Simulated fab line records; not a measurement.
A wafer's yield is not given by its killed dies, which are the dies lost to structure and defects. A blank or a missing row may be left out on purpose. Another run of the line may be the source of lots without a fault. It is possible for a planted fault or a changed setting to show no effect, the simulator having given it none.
Problem report in the 8D (eight disciplines) form, filled by code / flow sky130 / the parts of the form that need people (team, actions taken, sign-off) are left out

1. WHAT IS WRONG
chamber pressure pa at SKY_METAL5_SPUTTER_04 reads a mean of 0.3788 Pa on 2 wafers of 2 lots; wafers without a fault read 0.4000 Pa with a standard deviation of 0.00082. That puts it -26 standard deviations away from the usual mean.
The step: material TiN, target thk 70 nm, time 58.3 s.
Seen first at day 47 10:57 on pvd sputter-03, wafer L858.2. The record has a number at this step for 42 wafers belonging to 14 lots. Rule for "out" (also "out of limits"): further than 4 standard deviations from the usual mean. The other wafers with a number count as sound.

2. WHAT IT IS, AND WHAT IT ISN'T
question=which readings at this step | is=chamber pressure pa | is not=throttle valve pct
question=which lots | is=L858, L861 | is not=L840, L841, L844, L845, L846, L847, L848, L849, L850, L851, L853, L859
question=which wafers of those lots | is=L858.2, L861.2 | is not=L858.4, L858.5, L861.1, L861.4
question=read on which tools | is=pvd sputter-03 | is not=pvd sputter-01, pvd sputter-02
question=when | is=from day 47 10:57 | is not=up to then (35 sound wafers); but 5 sound wafers of L859, L861 came after

3. THE SUSPECTS, EACH WITH WHAT RULES IT OUT
Counting: a tool at a process step up to the reading stays a suspect if it ran every lot that is out. Sound lots after the first of them don't rule it out here, since some wafers of a struck lot are sound.
- pvd sputter-03 at SKY_METAL5_SPUTTER_04 (material TiN, target thk 70 nm, time 58.3 s): kept. Every lot that is out went through it, the first being L858 (day 47 10:57); the last sound lot it ran before that was L853 (day 46 02:35). Its own chamber pressure pa readings are out on those wafers.
After counting, what remains is pvd sputter-03 at SKY_METAL5_SPUTTER_04.

4. THE CAUSE (what the simulator had put in)
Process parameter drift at SKY_METAL5_SPUTTER_04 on pvd sputter-03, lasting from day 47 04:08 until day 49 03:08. From 0.4, the setting chamber pressure pa moved by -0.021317. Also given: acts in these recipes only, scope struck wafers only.
This tool alone remained once counting was done.

5. THE CHAIN OF EFFECTS, in route order
Rows list readings where the struck wafers' mean (over those with a number) sits beyond 3 standard deviations from the usual. Only readings whose record carries a usual standard deviation are examined. hours: median over the lots of the time between each lot's start at the first step of this table that gives one and its start at this step. sigmas: the change, counted in usual standard deviations.
hours=0; step=SKY_METAL5_SPUTTER_04; reading=chamber pressure pa; usual=0.4000 Pa; on struck wafers=0.3788; change=-0.0212; sigmas=-26
Process steps it contains:
- SKY_METAL5_SPUTTER_04: material TiN, target thk 70 nm, time 58.3 s.

6. HOW IT WOULD HAVE BEEN CAUGHT EARLIER
First out-of-limits reading in this record: day 47 10:57, which is 7 hours after fault onset at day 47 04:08.
